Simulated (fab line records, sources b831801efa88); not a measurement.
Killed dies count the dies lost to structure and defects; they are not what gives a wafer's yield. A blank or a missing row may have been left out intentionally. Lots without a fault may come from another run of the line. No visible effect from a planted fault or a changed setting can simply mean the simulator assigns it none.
A lot that was struck, set against a sound lot ; flow sky130 ; 35 steps out of a route of 708
Sound: the wafers L542.1, L542.4, L542.5. Wafers struck: L547.3, L547.4, L547.5. The cause comes at the end.
For every step that has rows: the tool of each side, followed by ch and its chambers, followed by its first start. Under that, the readings that differ: sound wafers ; struck wafers ; difference of the means ; sigmas: that difference in standard deviations of wafers without a fault.
alike: readings whose means differ by less than 2 such deviations, and words and numbers that are the same on both sides. not compared: withheld readings, readings that some wafer has no value for, bounds like >300 that may hide the same value, and numbers for which the record gives no deviation and whose values overlap.
A row with sigmas, a row that says differs or no value, or rows on one side alone: a step with any of these is where the two part. When numbers do not overlap yet have no deviation, they are printed without sigmas and do not part them. A reading missing from all wafers of one side parts the sides only when that side holds two or more wafers.

first, 10 steps without rows for these wafers: SKY_VIA3_HMDS_05 (prime time 60 s); SKY_VIA3_COAT_06 (resist thk 60 nm); SKY_VIA3_COAT_07 (resist thk 450 nm); SKY_VIA3_SOFTBAKE_08 (time 90 s); SKY_VIA3_EXPOSE_09 (exposes mask VIM3, target cd 200 nm); SKY_VIA3_PEB_10; SKY_VIA3_DEVELOP_11 (develop time 60 s); SKY_VIA3_ETCH_14 (etches BARC in N2/H2, stops on SiO2, time 45.9 s, target depth 60 nm); SKY_VIA3_ETCH_15 (etches SiO2 in C4F8/O2/Ar, stops on TiN, target depth 507 nm, time 78 s); SKY_VIA3_STRIP_16 (strips in O2/N2).
SKY_VIA3_STRIP_17: strips in post etch residue remover, time 1200 s.
  sound on wet bench-04 ch 3, day 41 23:20; struck on wet bench-04 ch 1, day 43 18:00
  alike: bath heat duty pct
then, 23 steps without rows for these wafers: SKY_VIA3_CLEAN_18 (cleans in IPA, time 180 s); SKY_VIA3_CLEAN_19 (cleans in O3/DIW); SKY_VIA3_SPUTTER_20 (material TiN, target thk 20 nm, time 80 s); SKY_VIA3_CVD_21 (deposits W, target thk 390 nm, time 117.31 s); SKY_VIA3_CMP_24 (polishes, stops on SiO2, t overpolish 20 s, target thk 0 nm); SKY_METAL4_SPUTTER_00 (material Ti, target thk 15 nm, time 10 s); SKY_METAL4_SPUTTER_01 (material TiN, target thk 20 nm, time 16.7 s); SKY_METAL4_SPUTTER_02 (material AlCu, target thk 735 nm, time 39.1 s); SKY_METAL4_SPUTTER_03 (material Ti, target thk 5 nm, time 3.3 s); SKY_METAL4_SPUTTER_04 (material TiN, target thk 70 nm, time 58.3 s); SKY_CAP2M_CVD_00 (deposits SiO2, target thk 15.5 nm); SKY_CAP2M_SPUTTER_02 (material TiN, target thk 200 nm, time 166.7 s); SKY_CAP2M_DEHYDRATE_05 (time 60 s); SKY_CAP2M_HMDS_06 (prime time 60 s); SKY_CAP2M_COAT_07 (resist thk 1140 nm); SKY_CAP2M_SOFTBAKE_08 (time 60 s); SKY_CAP2M_EXPOSE_09 (exposes mask CAP2M, target cd 1000 nm); SKY_CAP2M_PEB_10; SKY_CAP2M_DEVELOP_11 (develop time 60 s); SKY_CAP2M_METAL_ETCH_13 (etches TiN in Cl2/BCl3, stops on SiO2, target depth 220 nm, time 62.9 s); SKY_CAP2M_STRIP_14 (strips in O2/N2); SKY_CAP2M_STRIP_15 (strips in post etch residue remover, time 1200 s); SKY_CAP2M_CLEAN_16 (cleans in IPA, time 180 s).
-- the record jumps here: 5 days lie between the struck wafers' starts before and after (it left off in module CAP2M and takes up again in module PAD_OPEN, whose first step shown is number 708 of the route) --
SKY_PAD_OPEN_PROBE_99:
  sound on prober-02, day 47 17:16; struck on prober-02, day 49 04:31
reading;sound;struck;difference;sigmas
defect limited yield (%);85.2 84.8 82.7;72.4 71.7 74.0;-11.5;-7
killed_at_M0_to_M3;40 42 42;104 96 95;+57;+9
killed at other;0 0 0;0 1 2;+1;+2
killed dies;73 75 85;136 139 128;+57;+7
sort_bin_3_pad_short (%);0.8 0.8 0.8;3.3 3.9 4.7;+3.2;+8
sort_bin_5_function (%);9.1 10.4 10.4;17.9 15.4 14.6;+6.0;+5
sort_bin_6_memory (%);4.9 4.1 6.1;6.5 8.9 6.7;+2.3;+2
sort n pass;419 417 407;356 353 364;-57;-7
sort yield pct (%);85.2 84.8 82.7;72.4 71.7 74.0;-11.5;-7
model.etest.tester.sort n pass;419 417 407;356 353 364;-57;
model.etest.tester.sort yield pct (%);85.16 84.76 82.72;72.36 71.75 73.98;-11.52;
model.etest.tester.sort_bin_5_pct (%);9.146 10.37 10.37;17.89 15.45 14.63;+6.03;
model.etest.tester.sort_bin_3_pct (%);0.813 0.813 0.813;3.252 3.862 4.675;+3.117;
  alike: killed_at_M4_up, killed at contacts, killed at front end, killed open, killed short

== WHERE THEY PART ==
Within this record, at SKY_PAD_OPEN_PROBE_99 only.

WHY: the cause the simulator had injected
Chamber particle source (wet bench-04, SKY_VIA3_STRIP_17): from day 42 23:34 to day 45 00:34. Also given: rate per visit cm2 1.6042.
